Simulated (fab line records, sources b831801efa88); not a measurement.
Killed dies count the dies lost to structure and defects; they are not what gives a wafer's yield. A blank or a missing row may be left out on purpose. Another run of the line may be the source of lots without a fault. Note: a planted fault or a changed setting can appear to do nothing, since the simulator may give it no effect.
One fault seen from 2 desks | flow sfq line | each desk holds nothing but its own numbers, with what lay behind them at the end

METROLOGY DESK
Means of the sampled wafers that have a number, per lot and without regard to the tool the lot ran on: this is what the gauges read. A lot is out of limits, marked OUT, if its mean lies more than 4 standard deviations from the usual mean; the brackets give that distance.
Columns: A = M0_OVL at SFQ_M0_OVL_MEAS_906, usual 2 nm
lot  | first seen here | A
L775 | day 5 14:51     | 0
L779 | day 6 16:01     | -6
L784 | day 8 02:53     | -4
L785 | day 8 06:30     | -2
L794 | day 12 14:41    | -1
L795 | day 12 19:29    | 0
L798 | day 13 14:47    | 6
This desk's finding: nothing out of limits on any of the 7 lots.

THE TOOL OWNER'S DESK: pecvd-01
The tool's own readings at SFQ_TRILAYER_I0_DEP_PECVD_027 (deposits SiO2 from SiH4/N2O, time 111.11 s, target thk 500 nm): means of the sampled wafers that have a number, for each lot that ran on this tool. A lot is out of limits, marked OUT, if its mean lies more than 4 standard deviations from the usual mean; the brackets give that distance.
Columns: A = heater power outer w at SFQ_TRILAYER_I0_DEP_PECVD_027, usual 29 W; B = heater power w at SFQ_TRILAYER_I0_DEP_PECVD_027, usual 83 W; C = rf fwd power W at SFQ_TRILAYER_I0_DEP_PECVD_027, usual 182.2 W; D = run length s at SFQ_TRILAYER_I0_DEP_PECVD_027, usual 139.0 s; E = throttle valve pct at SFQ_TRILAYER_I0_DEP_PECVD_027, usual 24.6 %
lot  | first seen here | A  | B  | C     | D                | E
L785 | day 8 07:31     | 19 | 60 | 182.1 | 138.7            | 24.7
L794 | day 12 15:40    | 22 | 66 | 183.1 | 136.9 (-4.0) OUT | 24.6
L795 | day 12 20:28    | 26 | 70 | -     | 134.6 (-8.6) OUT | 25.9
L798 | day 13 15:47    | 20 | 68 | 181.4 | 137.5            | 24.8
This desk's finding: out of limits on L794, L795; first on L794, day 12 15:40 (run length s at SFQ_TRILAYER_I0_DEP_PECVD_027). L785, L798: within limits.

TAKEN TOGETHER
The tool owner's desk could have raised an alarm at day 12 15:40, on L794, L795.
From the metrology desk's view, nothing was out of limits.
The metrology desk has L794, L795 on record, within its limits.
Every lot named ran SFQ_TRILAYER_I0_DEP_PECVD_027 on pecvd-01.

WHAT WAS PUT IN BY THE SIMULATOR
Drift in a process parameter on pecvd-01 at SFQ_TRILAYER_I0_DEP_PECVD_027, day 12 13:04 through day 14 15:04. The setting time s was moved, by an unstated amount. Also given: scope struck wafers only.
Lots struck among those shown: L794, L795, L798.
Time in hours from fault onset to the first out-of-limits reading at each desk: the tool owner's desk, 3.
